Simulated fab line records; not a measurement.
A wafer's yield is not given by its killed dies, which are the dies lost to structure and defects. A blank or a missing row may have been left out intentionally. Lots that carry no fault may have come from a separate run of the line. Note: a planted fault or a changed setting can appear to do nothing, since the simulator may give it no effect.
A lot that was struck, set against a sound lot :: flow gf180mcu :: 17 out of 602 route steps
Sound: the wafers L470.1, L470.2, L470.3. Wafers L487.1, L487.4, L487.6 were the ones struck. The cause is given at the end.
Per side, at each step with rows, come the tool, then ch with its chambers, and then its first start. Under that, the readings that differ: sound wafers :: struck wafers :: difference of the means :: sigmas: that difference in standard deviations of wafers without a fault.
alike: readings with means less than 2 such deviations apart, plus words and numbers identical on both sides. not compared: withheld readings, readings lacking a value on some wafer, bounds such as >300 that could conceal the same value, and numbers that have no deviation in the record and whose values overlap.
A row with sigmas, a row that says differs or no value, or rows on one side alone: a step with any of these is where the two part. When numbers do not overlap yet have no deviation, they are printed without sigmas and do not part them. A reading that every wafer of one side lacks parts them only if that side has two wafers or more.

first, 3 steps without rows for these wafers: GF_V3_EXPOSE_11 (exposes mask Via3, target cd 260 nm); GF_V3_PEB_12 (peb time 90 s); GF_V3_DEVELOP_13 (develop time 60 s).
GF_V3_CD_MEAS_14 targets a cd of 260 nm.
  sound: cd sem-01 at day 23 03:00; struck: cd sem-01 at day 28 14:16
  alike: cd nm
GF_V3_OVL_MEAS_15:
  sound: overlay-01 at day 23 03:07; struck: overlay-02 at day 28 14:23
  alike: V3_OVL
GF_V3_ETCH_16: etches BARC in N2/H2.
  sound on rie diel-03 ch 0,2,3, day 23 03:10; struck on rie diel-04 ch 0,2,3, day 28 14:25
  alike: drypump motor current A, oes product au, throttle valve pct
GF_V3_ETCH_17: etches SiO2 in C4F8/O2/Ar, stops on TiN, target depth 635 nm.
  sound on rie diel-03 ch 0,2,3; struck on rie diel-04 ch 0,2,3
  alike: oes product au
then, 3 steps without rows for these wafers: GF_V3_STRIP_18 (strips in O2/N2); GF_V3_STRIP_19 (strips in post etch residue remover, time 1200 s); GF_V3_CLEAN_20 (cleans in DIW).
GF_V3_SPUTTER_21: material Ti, target thk 15 nm, time 80.02 s.
  sound: pvd sputter-03 at day 23 03:50; struck: pvd sputter-02 at day 28 15:07
  alike: throttle valve pct
GF_V3_SPUTTER_22: material TiN, target thk 10 nm, time 40 s.
  sound: pvd sputter-03 at day 23 03:53; struck: pvd sputter-02 at day 28 15:11
  alike: throttle valve pct
GF_V3_CVD_23: deposits W, target thk 350 nm, time 104.9 s.
  sound on cvd w-02 ch 0,1, day 23 03:56; struck on cvd w-02 ch 0, day 28 15:13
reading: chamber pressure Torr (Torr)
sound: 39.90 40.05 39.96
struck: 44.99 45.05 44.98
difference: +5.04
sigmas: +59

reading: model.W_of_V3_CVD_23.thk nm (nm)
sound: 350.1 347.6 346.8
struck: 371.8 375.6 373.3
difference: +25.4
sigmas: 
  alike: heater power w
GF_V3_RS_MEAS_24: uses a four-point probe to measure.
  sound: film metro-02 at day 23 04:02; struck: film metro-02 at day 28 15:37
reading: V3_W_RS (ohm/sq)
sound: 0.327 0.330 0.331
struck: 0.309 0.305 0.307
difference: -0.022
sigmas: -5
  not compared: hold
GF_V3_THK_MEAS_25: measures by xrf.
  sound: film metro-02 at day 23 04:10; struck: film metro-02 at day 28 17:54
reading: V3_W_THK (nm)
sound: 349 347 347
struck: 371 374 372
difference: +25
sigmas: +5
  not compared: hold
GF_V3_CMP_26: polishes, stops on SiO2, t overpolish 15 s, target thk 0 nm.
  sound on cmp-02 ch 0,2,3, day 23 04:13; struck on cmp-01 ch 1,3, day 28 19:41
reading: hold
sound: - - -
struck: await dispo/1.6h/release await dispo/1.6h/release await dispo/1.6h/release
difference: no value on the sound wafers
sigmas: 
  alike: motor current A, slurry filter dp kPa
-- the record jumps here: 5 days lie between the struck wafers' starts before and after (it left off in module V3 and takes up again in module PASSIVATION, whose first step shown is number 602 of the route) --
GF_PASSIVATION_PROBE_99:
  record: rows for the struck wafers here (prober-01, day 34 03:00), none for the sound ones

WHERE THEY PART
Earliest at GF_V3_CVD_23; latest, in this record, at GF_PASSIVATION_PROBE_99.

WHY: what the simulator had put in
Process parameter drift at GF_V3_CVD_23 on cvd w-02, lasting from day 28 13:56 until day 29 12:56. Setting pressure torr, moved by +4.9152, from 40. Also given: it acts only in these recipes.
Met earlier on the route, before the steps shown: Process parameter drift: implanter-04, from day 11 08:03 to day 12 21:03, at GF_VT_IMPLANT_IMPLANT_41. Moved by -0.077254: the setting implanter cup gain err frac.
